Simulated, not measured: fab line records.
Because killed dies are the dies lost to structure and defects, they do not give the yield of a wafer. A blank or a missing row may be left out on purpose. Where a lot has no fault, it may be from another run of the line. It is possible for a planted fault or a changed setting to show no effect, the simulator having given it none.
The tool behind it: which one? + flow sky130 + Sampling: 14 lots, 42 wafers, 4 of 708 route steps

WHAT THE GAUGES READ, wafer by wafer
SKY_METAL2_RS_MEAS_05: measures by four-point-probe. Usual: METAL2_ALCU_RS typically reads 0.1266 ohm/sq, with standard deviation 0.0013.
| lot  | measured     | on            | METAL2_ALCU_RS (ohm/sq) | flag |
|------|--------------|---------------|-------------------------|------|
| L454 | day 34 10:39 | film metro-01 | 0.1252 0.1261 0.1270    |      |
| L455 | day 34 19:05 | film metro-04 | 0.1242 0.1248 0.1242    |      |
| L456 | day 35 00:29 | film metro-01 | 0.1247 0.1259 0.1263    |      |
| L457 | day 35 13:17 | film metro-04 | 0.1283 0.1273 0.1267    |      |
| L458 | day 36 06:55 | film metro-01 | 0.1269 0.1267 0.1270    |      |
| L460 | day 36 16:40 | film metro-04 | 0.1261 0.1255 0.1268    |      |
| L461 | day 37 02:38 | film metro-01 | 0.1288 0.1288 0.1286    |      |
| L463 | day 37 15:55 | film metro-01 | 0.1290 0.1286 0.1291    |      |
| L464 | day 37 15:19 | film metro-02 | 0.1256 0.1266 0.1262    |      |
| L466 | day 38 15:55 | film metro-04 | 0.1273 0.1273 0.1263    |      |
| L473 | day 40 17:46 | film metro-01 | 0.1243 0.1257 0.1252    |      |
| L474 | day 40 20:41 | film metro-02 | 0.1250 0.1244 0.1251    |      |
| L475 | day 41 02:10 | film metro-02 | 0.1263 0.1264 0.1271    |      |
| L476 | day 40 22:59 | film metro-01 | 0.1273 0.1279 0.1271    |      |

SKY_METAL2_THK_MEAS_06: measures by xrf. Usual: METAL2_ALCU_THK typically reads 249.4 nm, with standard deviation 2.9.
| lot  | measured     | on            | METAL2_ALCU_THK (nm) | flag |
|------|--------------|---------------|----------------------|------|
| L454 | day 34 10:46 | film metro-01 | 251.7 249.5 248.2    |      |
| L455 | day 34 19:10 | film metro-04 | 256.0 253.0 252.7    |      |
| L456 | day 35 00:36 | film metro-01 | 250.5 249.9 250.4    |      |
| L457 | day 35 13:24 | film metro-04 | 246.4 247.7 248.5    |      |
| L458 | day 36 07:02 | film metro-01 | 248.0 246.7 246.4    |      |
| L460 | day 36 16:47 | film metro-04 | 251.6 253.2 249.5    |      |
| L461 | day 37 02:45 | film metro-01 | 245.1 244.4 244.6    |      |
| L463 | day 37 16:02 | film metro-01 | 245.9 244.0 243.6    |      |
| L464 | day 37 15:25 | film metro-02 | 252.5 250.5 252.4    |      |
| L466 | day 38 16:01 | film metro-04 | 247.1 248.4 249.2    |      |
| L473 | day 40 17:52 | film metro-01 | 253.1 248.7 251.9    |      |
| L474 | day 40 20:47 | film metro-02 | 256.6 255.3 253.6    |      |
| L475 | day 41 02:17 | film metro-02 | 253.6 251.7 251.5    |      |
| L476 | day 40 23:06 | film metro-01 | 248.1 247.3 246.9    |      |

WHICH TOOL RAN EACH LOT (tool, then ch and the chambers of the sampled wafers, then the start)
| lot  | SKY_VT_ADJUST_LVTN_EXPOSE_04        | SKY_CONTACT_CVD_00              |
|------|-------------------------------------|---------------------------------|
| L454 | iline stepper-01 ch 0, day 6 20:55  | pecvd-02 ch 1,2, day 30 19:38   |
| L455 | iline stepper-02 ch 0, day 7 04:08  | pecvd-01 ch 1,2, day 31 04:02   |
| L456 | iline stepper-02 ch 0, day 7 05:55  | pecvd-03 ch 0,1, day 31 10:35   |
| L457 | iline stepper-02 ch 0, day 7 16:58  | pecvd-02 ch 0,1,2, day 31 22:19 |
| L458 | iline stepper-02 ch 0, day 8 01:02  | pecvd-03 ch 0,1,2, day 32 18:01 |
| L460 | iline stepper-02 ch 0, day 8 10:02  | pecvd-01 ch 0,1,2, day 33 04:08 |
| L461 | iline stepper-01 ch 0, day 8 16:35  | pecvd-01 ch 1,2, day 33 14:29   |
| L463 | iline stepper-02 ch 0, day 9 01:59  | pecvd-02 ch 0,2, day 34 03:40   |
| L464 | iline stepper-01 ch 0, day 9 05:54  | pecvd-03 ch 1,2, day 34 02:43   |
| L466 | iline stepper-01 ch 0, day 10 04:58 | pecvd-01 ch 0,1,2, day 35 04:38 |
| L473 | iline stepper-02, day 12 03:22      | pecvd-01 ch 0,1, day 37 08:24   |
| L474 | iline stepper-02, day 12 08:21      | pecvd-02 ch 0,1,2, day 37 11:01 |
| L475 | iline stepper-02 ch 0, day 12 13:57 | pecvd-01 ch 1,2, day 37 18:29   |
| L476 | iline stepper-02 ch 0, day 12 16:08 | pecvd-03 ch 0,1,2, day 37 14:12 |
- SKY_VT_ADJUST_LVTN_EXPOSE_04: exposes mask NWM COMPLEMENT LESS NATIVE, target cd 840 nm.
- SKY_CONTACT_CVD_00: deposits Si3N4, target thk 75 nm.

AS READ BY THE TOOLS THEMSELVES (means over the sampled wafers that have a number; for cases with no such wafer, the mark the record gives instead)
SKY_VT_ADJUST_LVTN_EXPOSE_04. Usual: exposure dose mJ cm2 194.02, standard deviation 0.17; focus offset nm 0.0 nm, standard deviation 0.59.
| lot  | tool             | exposure dose mJ cm2 | focus offset nm (nm) | flag |
|------|------------------|----------------------|----------------------|------|
| L454 | iline stepper-01 | 193.97               | 0.3                  |      |
| L455 | iline stepper-02 | 194.04               | -0.1                 |      |
| L456 | iline stepper-02 | 194.11               | 1.2                  |      |
| L457 | iline stepper-02 | 193.82               | 0.0                  |      |
| L458 | iline stepper-02 | 193.84               | 0.4                  |      |
| L460 | iline stepper-02 | 194.11               | -0.4                 |      |
| L461 | iline stepper-01 | 194.04               | 0.3                  |      |
| L463 | iline stepper-02 | 194.04               | -0.5                 |      |
| L464 | iline stepper-01 | 194.10               | -0.4                 |      |
| L466 | iline stepper-01 | 193.75               | 0.1                  |      |
| L473 | iline stepper-02 | -                    | -                    | OFF  |
| L474 | iline stepper-02 | -                    | -                    | OFF  |
| L475 | iline stepper-02 | 193.98               | -0.7                 |      |
| L476 | iline stepper-02 | 194.25               | -0.1                 |      |

SKY_CONTACT_CVD_00. Usual: 713 W for heater power w, sd 71.
| lot  | tool     | heater power w (W) | flag |
|------|----------|--------------------|------|
| L454 | pecvd-02 | 768                |      |
| L455 | pecvd-01 | 775                |      |
| L456 | pecvd-03 | 695                |      |
| L457 | pecvd-02 | 702                |      |
| L458 | pecvd-03 | 713                |      |
| L460 | pecvd-01 | 708                |      |
| L461 | pecvd-01 | 788                |      |
| L463 | pecvd-02 | 706                |      |
| L464 | pecvd-03 | 739                |      |
| L466 | pecvd-01 | 685                |      |
| L473 | pecvd-01 | 682                |      |
| L474 | pecvd-02 | 722                |      |
| L475 | pecvd-01 | 757                |      |
| L476 | pecvd-03 | 721                |      |

THE ANSWER, worked out from the rows above alone
Rule: lot off if the mean of its wafers having a number is beyond 3 standard deviations from the usual mean. A lot without any number at a reading at which 4 lots or more have one is off too. Where the step has rows for the other lots, those lots are counted as sound. Order of review: gauges by route order, followed by the tools' own readings, for which a lot's mean as printed above is used. The first step at which some lot is off is used, and at that step the reading that is off furthest; a lot without a number counts as furthest.
Off at SKY_VT_ADJUST_LVTN_EXPOSE_04 (exposure dose mJ cm2): L473, L474. Without a number there: L473, L474.
A tool fits if, at that step or a process step before it, it ran every lot that is off, and no sound lot after the first of them. None of those tried fits.

WHAT WAS PUT IN BY THE SIMULATOR
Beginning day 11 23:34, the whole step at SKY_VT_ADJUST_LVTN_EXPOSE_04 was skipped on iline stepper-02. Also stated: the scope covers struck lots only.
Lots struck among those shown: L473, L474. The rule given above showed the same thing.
